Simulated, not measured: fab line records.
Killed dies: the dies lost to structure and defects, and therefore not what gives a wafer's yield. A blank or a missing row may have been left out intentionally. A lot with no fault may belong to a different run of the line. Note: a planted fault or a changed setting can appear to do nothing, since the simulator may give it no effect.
Comparing a struck lot with a sound one	flow sky130	17 steps out of a route of 708
Sound: the wafers L261.1, L261.5, L261.6. The struck wafers were L274.1, L274.3, L274.4. The cause is given at the end.
Order at every step that has rows: each side's tool, ch and its chambers, its first start. Under that, the readings that differ: sound wafers	struck wafers	difference of the means	sigmas: that difference in standard deviations of wafers without a fault.
alike: words and numbers the same on both sides, and readings whose means are apart by under 2 such deviations; not compared: readings that were withheld, readings missing a value for some wafer, numbers with overlapping values and no deviation given by the record, and bounds like >300 which may hide the same value.
A row with sigmas, a row that says differs or no value, or rows on one side alone: a step with any of these is where the two part. Non-overlapping numbers with no deviation appear without sigmas and do not part them. Lack of a reading on every wafer of one side parts them only where that side has two or more wafers.

SKY_LDD_P_OVL_MEAS_08:
  sound: overlay-02 at day 20 12:25; struck: overlay-02 at day 25 21:53
  alike: LDD_P_OVL
next, for these wafers, 1 step has no rows: SKY_LDD_P_IMPLANT_09.
SKY_LDD_P_STRIP_10: strips in O2/N2.
  sound on plasma asher-03 ch 0,1, day 20 12:36; struck on plasma asher-01 ch 0,1, day 25 22:04
  alike: drypump motor current A, oes product au, strip time to endpoint s
  not compared: rf hours counter h
SKY_LDD_P_TW_MEAS_11:
  sound: film metro-04 at day 20 12:42; struck: film metro-03 at day 25 22:10
  alike: LDD_P_TW
then, 7 steps without rows for these wafers: SKY_LDD_HVN_DEHYDRATE_00 (time 60 s); SKY_LDD_HVN_HMDS_01 (prime time 60 s); SKY_LDD_HVN_COAT_02 (resist thk 300 nm); SKY_LDD_HVN_SOFTBAKE_03 (time 60 s); SKY_LDD_HVN_EXPOSE_04 (exposes mask HVNTM, target cd 700 nm); SKY_LDD_HVN_PEB_05; SKY_LDD_HVN_DEVELOP_06 (develop time 60 s).
SKY_LDD_HVN_OVL_MEAS_07:
  sound: overlay-02 at day 21 19:10; struck: overlay-02 at day 27 02:41
  alike: LDD_HVN_OVL
SKY_LDD_HVN_IMPLANT_08:
  sound on implanter-02 ch 0, day 21 19:18; struck on implanter-02 ch 0, day 27 02:43
reading	sound	struck	difference	sigmas
dose ions cm2	3.003e+13 2.996e+13 3.007e+13	2.7901e+14 2.7905e+14 2.7906e+14	+2.4902e+14	+99 or more
end station pressure torr (Torr)	5.09e-06 5.33e-06 5.11e-06	5.3e-06 5.82e-06 6.09e-06	+5.6e-07	+2
faraday current uA	169 171 168	1556 1517 1519	+1361	+99 or more
  alike: tilt deg
SKY_LDD_HVN_STRIP_09: strips in O2/N2.
  sound on plasma asher-01 ch 0,1, day 21 19:27; struck on plasma asher-02 ch 0,1, day 27 02:52
  alike: drypump motor current A, oes product au, strip time to endpoint s
  not compared: rf hours counter h
SKY_LDD_HVN_TW_MEAS_10:
  sound: film metro-04 at day 21 19:33; struck: film metro-03 at day 27 02:58
reading	sound	struck	difference	sigmas
LDD_HVN_TW	1443 1447 1449	2830 2816 2809	+1372	+86
then, 1 step without rows for these wafers: SKY_LDD_HVP_DEHYDRATE_00 (time 60 s).
-- the record jumps here: 23 days lie between the struck wafers' starts before and after (it left off in module LDD_HVP and takes up again in module PAD_OPEN, whose first step shown is number 708 of the route) --
SKY_PAD_OPEN_PROBE_99:
  sound: prober-01 at day 46 20:43; struck: prober-01 at day 49 20:21
reading	sound	struck	difference	sigmas
killed_at_M4_up	6 8 3	0 1 2	-5	-2
model.etest.tip_n_5v.rs ohm sq	1380 1381 1375	254.6 252.8 253.4	-1125.1	
model.etest.nfet g5v0d10v5.r on ohm um	1890 1915 1911	1479 1473 1480	-428	
model.etest.nfet g5v0d10v5.drive ua um	620.1 613.6 603.7	695.8 701 697.6	+85.7	
model.etest.nfet_05v0_nvt.drive ua um	586 584.5 572	615.1 619.9 619.3	+37.3	
model.etest.tip_n_5v.rs ohm sq range	28.27 16.53 16.78	6.459 5.718 5.951	-14.484	
model.etest.res ndiff hv.rs ohm sq	114.9 115.4 114.9	97.17 97.17 97.63	-17.74	
  alike: killed_at_M0_to_M3, killed at contacts, killed at front end, killed at other, killed dies, killed open, killed short
  not compared: model.etest.nfet_16v.r on ohm um, model.etest.nfet_16v.drive ua um

## WHERE THEY PART
Earliest at SKY_LDD_HVN_IMPLANT_08; latest, in this record, at SKY_PAD_OPEN_PROBE_99.

WHY: what the simulator had put in
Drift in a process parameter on implanter-02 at SKY_LDD_HVN_IMPLANT_08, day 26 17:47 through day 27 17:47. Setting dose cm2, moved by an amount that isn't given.
